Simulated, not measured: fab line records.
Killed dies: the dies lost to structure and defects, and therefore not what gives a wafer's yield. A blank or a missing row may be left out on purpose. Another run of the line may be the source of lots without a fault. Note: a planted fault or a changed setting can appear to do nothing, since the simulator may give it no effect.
Chamber matching ; flow gf180mcu ; rieDiel-04 running GF_M5_ETCH_09: 4 sister chambers
The step etches Si3N4 in CF4/O2, target depth 52 nm, time 11.6 s. 14 wafers are shown with their chamber, then 7 later ones without.

## EACH WAFER AND ITS CHAMBER
wafer;chamber;rfFwdPowerW (W);oesProductAu (a.u.);throttleValvePct (%)
L722.2;0;781;1.003;5.964
L722.4;2;782;1.014;5.977
L722.5;2;787;1.011;5.981
L727.2;3;779;1.010;6.003
L727.3;0;782;0.994;5.953
L727.6;1;786;0.998;5.975
L733.1;2;786;1.027;5.978
L733.2;0;788;0.994;5.976
L733.3;1;787;1.006;5.984
L740.2;3;779;0.997;5.976
L740.3;0;783;0.996;5.955
L740.4;1;784;1.003;5.972
L741.4;0;784;0.999;5.973
L741.5;3;779;1.003;5.965

SIGNATURES (means of the wafers above)
reading;chamber 0;chamber 1;chamber 2;chamber 3;scatter within a chamber
rfFwdPowerW;783.60;785.67;785.00;779.00;2.19
oesProductAu;0.99720;1.00233;1.01733;1.00333;0.00566
throttleValvePct;5.96420;5.97700;5.97867;5.98133;0.0113
Rule: for each reading, subtract the chamber's mean from the wafer's reading, divide by that reading's scatter and square the result; add these up over the readings and take the root, which gives the wafer's distance from the chamber. The wafer belongs to the nearest chamber; if the next one is less than 2 further off, it can't be placed. How the scatter is found: for the shown wafers, subtract from each reading the mean of its chamber, square and add these, divide the total by (wafers less chambers), then take the root.

## WAFERS MISSING THEIR CHAMBER
wafer;rfFwdPowerW (W);oesProductAu (a.u.);throttleValvePct (%)
L741.6;787;0.998;5.961
L744.2;788;0.990;5.981
L744.3;784;1.011;5.980
L744.6;784;1.020;5.977
L745.3;791;0.994;5.971
L745.4;781;0.983;5.969
L745.5;783;0.984;5.960

## THE CHAMBER EACH PASSED THROUGH
wafer;from the rows above;in truth
L741.6;can't be placed: 0 or 1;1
L744.2;can't be placed: 1 or 0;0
L744.3;can't be placed: 2 or 1 or 3 or 0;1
L744.6;2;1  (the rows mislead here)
L745.3;can't be placed: 1 or 0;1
L745.4;can't be placed: 0 or 3 or 1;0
L745.5;can't be placed: 0 or 1 or 3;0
Correct placement for 0 of the 7. These rows do not allow placing 6 (true chamber among the candidates in 6). 1 placed wrongly.
